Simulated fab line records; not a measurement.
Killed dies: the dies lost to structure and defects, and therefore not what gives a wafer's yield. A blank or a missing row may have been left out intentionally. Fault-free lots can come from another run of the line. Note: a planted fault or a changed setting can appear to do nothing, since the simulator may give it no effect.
Problem report in the 8D (eight disciplines) form, filled by code :: flow gf180mcu :: the parts of the form that need people (team, actions taken, sign-off) are left out

## 1. THE PROBLEM
At GF_CONTACT_CMP_27, overpolish_run_s averages 0.043 s over 6 wafers from 2 lots, while fault-free wafers read 15.000 s, standard deviation 0.011. That is -99 or more standard deviations from the usual mean.
The step: polishes, stops on SiO2, t overpolish 15 s, target thk 0 nm.
Earliest sighting: wafer L504.2 on cmp-01 at day 20 08:25. Wafers with a number at this step in the record: 42, from 14 lots. The rule behind "out" and "out of limits": a value lying over 4 standard deviations away from the usual mean. Any other wafer with a number is counted as sound.

## 2. WHAT IT IS, WHAT IT ISN'T
question: which readings at this step
is: overpolish_run_s, time_to_endpoint_s
is not: motor_current_A, platen_rpm

question: which lots
is: L504, L505
is not: L493, L495, L497, L499, L502, L510, L511, L512, L513, L514, L515, L516

question: which wafers of those lots
is: all that have a number
is not: -

question: read on which tools
is: cmp-01
is not: cmp-02

question: when
is: from day 20 08:25
is not: up to then (15 sound wafers); but 21 sound wafers of L510, L511, L512, L513, L514, L515, L516 came after

## 3. THE SUSPECTS, EACH WITH WHAT RULES IT OUT
Counting: a tool stays on the suspect list if, at a process step up to the reading, it processed all lots that are out and no sound lot following the first of them.
- cmp-01 at GF_CONTACT_CMP_27 (polishes, stops on SiO2, t overpolish 15 s, target thk 0 nm): ruled out as a lasting fault. Following L504 (day 20 08:25), the first lot on it that is out, the sound lots L511, L513, L514 were run on it.
Left after counting: nothing in the record.

## 4. THE CAUSE (what the simulator had put in)
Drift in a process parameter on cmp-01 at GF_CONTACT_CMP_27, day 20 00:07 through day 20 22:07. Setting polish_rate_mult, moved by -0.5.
Counting ruled it out, wrongly.

## 5. THE CHAIN OF EFFECTS, in route order
One row per reading whose mean, taken over the struck wafers that have a number, lies over 3 standard deviations from the usual. Scope: only readings with a usual standard deviation given in the record; hours: median across lots of the time from each lot's start at the first step in this table that gives one to its start at this step; sigmas: change in usual standard deviations.
hours: 0
step: GF_CONTACT_CMP_27
reading: overpolish_run_s
usual: 15.000 s
on struck wafers: 0.043
change: -14.957
sigmas: -99 or more

hours: 0
step: GF_CONTACT_CMP_27
reading: time_to_endpoint_s
usual: 73 s
on struck wafers: 113
change: +40
sigmas: +12

hours: 286
step: GF_PASSIVATION_PROBE_99
reading: killed_at_contacts
usual: 5.8
on struck wafers: 448.7
change: +442.9
sigmas: +99 or more

hours: 286
step: GF_PASSIVATION_PROBE_99
reading: killed_dies
usual: 47
on struck wafers: 492
change: +445
sigmas: +71

hours: 286
step: GF_PASSIVATION_PROBE_99
reading: killed_on_rim
usual: 9.2
on struck wafers: 96.0
change: +86.8
sigmas: +31
Here are the process steps it includes:
- GF_CONTACT_CMP_27: polishes, stops on SiO2, t overpolish 15 s, target thk 0 nm.
- GF_PASSIVATION_PROBE_99

## 6. WHAT WOULD HAVE CAUGHT IT SOONER
In this record the first reading out of limits was taken at day 20 08:25, 8 hours after the fault began at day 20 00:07.
